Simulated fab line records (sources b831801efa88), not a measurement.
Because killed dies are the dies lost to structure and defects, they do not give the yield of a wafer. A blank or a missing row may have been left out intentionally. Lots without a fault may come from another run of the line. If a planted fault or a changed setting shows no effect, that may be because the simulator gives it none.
What tool caused it? | flow sky130 | 15 lots, 45 wafers sampled, at 2 steps of a route of 708

== WHAT THE GAUGES READ, wafer by wafer ==
SKY_NWELL_RS_MEAS_29: uses a four-point probe to measure.
lot  | measured     | on            | NWELL_RS (ohm/sq)
L415 | day 5 10:03  | film-metro-04 | 624.0 625.5 625.4
L416 | day 5 14:10  | film-metro-03 | 627.4 628.5 629.2
L418 | day 6 02:49  | film-metro-01 | 624.6 623.1 625.4
L420 | day 6 14:58  | film-metro-01 | 627.1 626.8 625.9
L421 | day 6 19:50  | film-metro-01 | 624.9 626.6 625.5
L423 | day 7 04:21  | film-metro-01 | 133.0 133.2 133.1
L424 | day 7 12:30  | film-metro-01 | 132.9 132.9 132.8
L425 | day 7 16:31  | film-metro-04 | 132.7 132.7 132.7
L426 | day 7 23:19  | film-metro-03 | 625.4 625.9 627.5
L432 | day 9 18:12  | film-metro-03 | 627.0 622.1 624.2
L433 | day 9 19:16  | film-metro-03 | 623.6 622.7 625.2
L434 | day 9 23:18  | film-metro-03 | 623.6 624.3 625.0
L436 | day 10 17:52 | film-metro-01 | 623.4 625.4 623.9
L437 | day 11 00:31 | film-metro-03 | 624.9 624.2 622.7
L438 | day 11 04:49 | film-metro-01 | 627.7 627.5 626.5

== EACH LOT AND THE TOOL THAT RAN IT (in order: tool; ch and the chambers of the sampled wafers; start) ==
lot  | SKY_NWELL_RTA_28
L415 | rtp-anneal-01 ch 0, day 5 09:57
L416 | rtp-anneal-02 ch 0, day 5 14:04
L418 | rtp-anneal-01 ch 0, day 6 02:43
L420 | rtp-anneal-02 ch 0, day 6 14:52
L421 | rtp-anneal-01 ch 0, day 6 19:44
L423 | rtp-anneal-01, day 7 04:09
L424 | rtp-anneal-01, day 7 12:24
L425 | rtp-anneal-02, day 7 16:19
L426 | rtp-anneal-02 ch 0, day 7 23:07
L432 | rtp-anneal-02 ch 0, day 9 18:06
L433 | rtp-anneal-01 ch 0, day 9 19:10
L434 | rtp-anneal-02 ch 0, day 9 23:11
L436 | rtp-anneal-02 ch 0, day 10 17:46
L437 | rtp-anneal-01 ch 0, day 11 00:25
L438 | rtp-anneal-02 ch 0, day 11 04:43
- SKY_NWELL_RTA_28: time 30 s.

== AS READ BY THE TOOLS THEMSELVES (means over the sampled wafers that have a number; for cases with no such wafer, the mark the record gives instead) ==
SKY_NWELL_RTA_28.
lot  | tool          | anneal-temp-c-max | chamber-o2-ppm | lamp-power-pct (%) | wafer_temp_C_max
L415 | rtp-anneal-01 | 1056.8            | 2.012          | 25.28              | 1055.1
L416 | rtp-anneal-02 | 1054.7            | 1.981          | 25.30              | 1054.5
L418 | rtp-anneal-01 | 1057.6            | 2.009          | 25.29              | 1055.2
L420 | rtp-anneal-02 | 1055.7            | 1.982          | 25.28              | 1054.3
L421 | rtp-anneal-01 | 1056.9            | 2.001          | 25.30              | 1055.7
L423 | rtp-anneal-01 | -                 | -              | -                  | -
L424 | rtp-anneal-01 | -                 | -              | -                  | -
L425 | rtp-anneal-02 | -                 | -              | -                  | -
L426 | rtp-anneal-02 | 1054.3            | 1.967          | 25.29              | 1053.6
L432 | rtp-anneal-02 | 1053.2            | 2.004          | 25.32              | 1054.8
L433 | rtp-anneal-01 | 1056.2            | 1.983          | 25.33              | 1054.1
L434 | rtp-anneal-02 | 1054.4            | 2.013          | 25.34              | 1056.1
L436 | rtp-anneal-02 | 1054.4            | 1.991          | 25.31              | 1054.7
L437 | rtp-anneal-01 | 1056.7            | 1.996          | 25.32              | 1054.6
L438 | rtp-anneal-02 | 1056.3            | 1.997          | 25.30              | 1054.2

== THE ANSWER, worked out from the rows above alone ==
Rule: usual is defined by the lots themselves. The widest of any qualifying gaps counts: lots, ordered by their means at a reading, are off when they make up no more than a third of the lots, leave a main group of 4 or more, and stand apart from it by 3 or more times the standard deviation of that group's means. Not used: any main group whose means are identical at the precision the tables above print for the reading. Also off: a lot with no number at a reading for which 4 or more lots have one. All remaining lots with rows at the step are treated as sound. Order of review: gauges by route order, followed by the tools' own readings, for which a lot's mean as printed above is used. At the first step where some lot is off, the reading lying furthest off is the one used; lots without a number count as furthest.
Off: L423, L424, L425, seen at SKY_NWELL_RS_MEAS_29 (NWELL_RS). Main group: mean 625.4 ohm/sq, sd 1.4.
A tool fits if, at a process step before that reading, it ran every lot that is off, and no sound lot after the first of them. The gauges at SKY_NWELL_RS_MEAS_29 aren't tried: what is off there is off at SKY_NWELL_RTA_28 too, on other tools, and a gauge's error can't cause that. No candidate that was tried fits.

== WHAT THE SIMULATOR HAD INSERTED ==
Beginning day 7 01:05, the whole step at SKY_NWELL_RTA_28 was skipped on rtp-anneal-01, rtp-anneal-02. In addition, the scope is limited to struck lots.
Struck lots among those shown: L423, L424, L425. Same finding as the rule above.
